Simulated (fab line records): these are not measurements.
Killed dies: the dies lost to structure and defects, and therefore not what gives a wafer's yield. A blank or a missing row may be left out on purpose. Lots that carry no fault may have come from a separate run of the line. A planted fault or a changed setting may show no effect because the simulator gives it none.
Problem report in the 8D (eight disciplines) form, filled by code ; flow sfqLine ; the parts of the form that need people (team, actions taken, sign-off) are left out

## 1. WHAT WENT WRONG
Mean of runLengthS at SFQ_TRILAYER_M0_ETCH_METAL_ETCH_024: 121.9 s across 3 wafers in 3 lots; on wafers with no fault it is 147.9 s (standard deviation 0.38). Relative to the usual mean, that is a shift of -68 standard deviations.
The step: etches Nb in Cl2/Ar, stops on SiO2, target depth 240 nm, time 120 s.
First seen on wafer L654.4, day 11 04:29, on rieMetal-01. The record holds 19 wafers of 7 lots with a number at this step. Rule for "out", or "out of limits": more than 4 standard deviations from the usual mean. The other wafers with a number count as sound.

## 2. WHAT THIS IS AND IS NOT
question;is;is not
which readings at this step;runLengthS, oesProductAu;drypumpMotorCurrentA
which lots;L654, L657, L658;L649, L650, L662, L663
which wafers of those lots;L654.4, L657.4, L658.3;L654.5, L654.6, L657.5, L658.2
read on which tools;rieMetal-01;rieMetal-03, rieMetal-04
when;from day 11 04:29;"up to then (8 sound wafers); but 8 sound wafers of L657, L658, L662, L663 came after"

## 3. SUSPECTS, AND WHAT RULES EACH OUT
Counting: a tool at a process step up to the reading stays a suspect if it ran every lot that is out. Sound lots after the first of them don't rule it out here, since some wafers of a struck lot are sound.
- rieMetal-01 at SFQ_TRILAYER_M0_BARC_OPEN_METAL_ETCH_031 (etches BARC in O2, target depth 125 nm, time 41.7 s): kept. Every lot that is out went through it, the first being L654 (day 11 04:24); the last sound lot it ran before that was L650 (day 9 23:48).
- rieMetal-01 at SFQ_TRILAYER_M0_ETCH_METAL_ETCH_024 (etches Nb in Cl2/Ar, stops on SiO2, target depth 240 nm, time 120 s): kept. Every lot that is out went through it, the first being L654 (day 11 04:29); the last sound lot it ran before that was L650 (day 9 23:51). Its own readings are out on those wafers: oesProductAu, runLengthS.
What counting leaves: rieMetal-01 at SFQ_TRILAYER_M0_BARC_OPEN_METAL_ETCH_031 and rieMetal-01 at SFQ_TRILAYER_M0_ETCH_METAL_ETCH_024.

## 4. THE CAUSE (what the simulator had put in)
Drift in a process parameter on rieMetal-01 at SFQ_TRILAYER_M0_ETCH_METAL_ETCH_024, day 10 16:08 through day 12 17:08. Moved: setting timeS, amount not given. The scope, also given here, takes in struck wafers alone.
After counting, 2 suspects remain, this tool included.

## 5. THE CHAIN OF EFFECTS, in route order
Rows list readings where the struck wafers' mean (over those with a number) sits beyond 3 standard deviations from the usual. Only readings for which the record gives a usual standard deviation are gone through. hours: the time from each lot's start at the first step in this table that gives one to its start at this step, as a median over the lots. sigmas: the change in usual standard deviations.
hours;step;reading;usual;on struck wafers;change;sigmas
0;SFQ_TRILAYER_M0_ETCH_METAL_ETCH_024;oesProductAu;0.892 a.u.;1.003;+0.111;+16
0;SFQ_TRILAYER_M0_ETCH_METAL_ETCH_024;runLengthS;147.9 s;121.9;-26.0;-68
Its process steps:
- SFQ_TRILAYER_M0_ETCH_METAL_ETCH_024: etches Nb in Cl2/Ar, stops on SiO2, target depth 240 nm, time 120 s.
Later steps that measure or inspect, where all struck wafers having a row at the step show a number for every such reading and not one has moved that far: SFQ_I0_BOW_MEAS_907, SFQ_I0_OVL_MEAS_908, SFQ_M1_RS_MEAS_909, SFQ_M1_OVL_MEAS_911, SFQ_M8_BOW_MEAS_951.

## 6. HOW IT WOULD HAVE BEEN CAUGHT EARLIER
12 hours passed between the start of the fault at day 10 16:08 and the first reading out of limits in this record, taken at day 11 04:29.
